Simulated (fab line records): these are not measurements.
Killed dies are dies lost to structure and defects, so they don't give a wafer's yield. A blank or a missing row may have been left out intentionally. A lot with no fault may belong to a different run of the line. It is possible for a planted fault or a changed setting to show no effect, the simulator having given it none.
Split-lot study + flow gf180mcu + 23 wafers read from 5 lots, route of 602 steps

SPLIT DETAILS
At GF_V4_CVD_23 (deposits W, target thk 350 nm, time 104.9 s), the setting pressureTorr was moved away from the recipe's 40 Torr on 10 of the 23 wafers read, by +7.0% to +12.0%. This setting was run at the recipe's value on the other wafers.

The split's own step is where the reading is taken.

THE READING
W_of_V4_CVD_23.thkNm (the simulator's own value, which no gauge read), in nm, at GF_V4_CVD_23 (deposits W, target thk 350 nm, time 104.9 s). The file does not state a usual value for it. Average 352.3 nm, standard deviation 3.4 nm, over the 13 wafers here run with the recipe.

| wafer  | tool, chamber at the split | pressureTorr as run, Torr | against the recipe | W_of_V4_CVD_23.thkNm, nm | against lot-mates on the recipe |
|--------|----------------------------|---------------------------|--------------------|--------------------------|---------------------------------|
| L076.2 | cvdW-02, 1                 | 40                        | recipe             | 347.3                    | -                               |
| L076.3 | cvdW-02, 1                 | 40                        | recipe             | 346.1                    | -                               |
| L076.4 | cvdW-02, 0                 | 40                        | recipe             | 353.7                    | -                               |
| L077.1 | cvdW-02, 0                 | 40                        | recipe             | 354.3                    | -                               |
| L077.2 | cvdW-02, 1                 | 40                        | recipe             | 347.7                    | -                               |
| L077.3 | cvdW-02, 1                 | 40                        | recipe             | 348.5                    | -                               |
| L077.4 | cvdW-02, 0                 | 40                        | recipe             | 355.7                    | -                               |
| L077.5 | cvdW-02, 0                 | 40                        | recipe             | 355.7                    | -                               |
| L080.1 | cvdW-02, 0                 | 42.79                     | +7.0%              | 367.8                    | no lot-mate on the recipe       |
| L080.2 | cvdW-02, 1                 | 42.79                     | +7.0%              | 358.8                    | no lot-mate on the recipe       |
| L080.3 | cvdW-02, 0                 | 42.79                     | +7.0%              | 367.1                    | no lot-mate on the recipe       |
| L080.4 | cvdW-02, 1                 | 42.79                     | +7.0%              | 359.6                    | no lot-mate on the recipe       |
| L080.6 | cvdW-02, 0                 | 42.79                     | +7.0%              | 364.1                    | no lot-mate on the recipe       |
| L082.1 | cvdW-01, 0                 | 44.8                      | +12.0%             | 372.6                    | no lot-mate on the recipe       |
| L082.2 | cvdW-01, 1                 | 44.8                      | +12.0%             | 370.4                    | no lot-mate on the recipe       |
| L082.3 | cvdW-01, 1                 | 44.8                      | +12.0%             | 375.7                    | no lot-mate on the recipe       |
| L082.4 | cvdW-01, 0                 | 44.8                      | +12.0%             | 374.4                    | no lot-mate on the recipe       |
| L082.6 | cvdW-01, 0                 | 44.8                      | +12.0%             | 372                      | no lot-mate on the recipe       |
| L083.2 | cvdW-01, 0                 | 40                        | recipe             | 353.1                    | -                               |
| L083.3 | cvdW-01, 0                 | 40                        | recipe             | 354                      | -                               |
| L083.4 | cvdW-01, 1                 | 40                        | recipe             | 355.7                    | -                               |
| L083.5 | cvdW-01, 0                 | 40                        | recipe             | 354.3                    | -                               |
| L083.6 | cvdW-01, 1                 | 40                        | recipe             | 353.4                    | -                               |

FIT RESULTS
A straight line over all 23 wafers: W_of_V4_CVD_23.thkNm changes by +1.71 nm for each +1% of pressureTorr; r = +0.94; the points scatter about the line by 3.4 nm.
Too few moved wafers have a lot-mate on the recipe to fit a line with each lot's own level taken away.

FILE'S OWN FIT
W_of_V4_CVD_23.thkNm changes by +1.71 nm for each +1% of pressureTorr, r = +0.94.
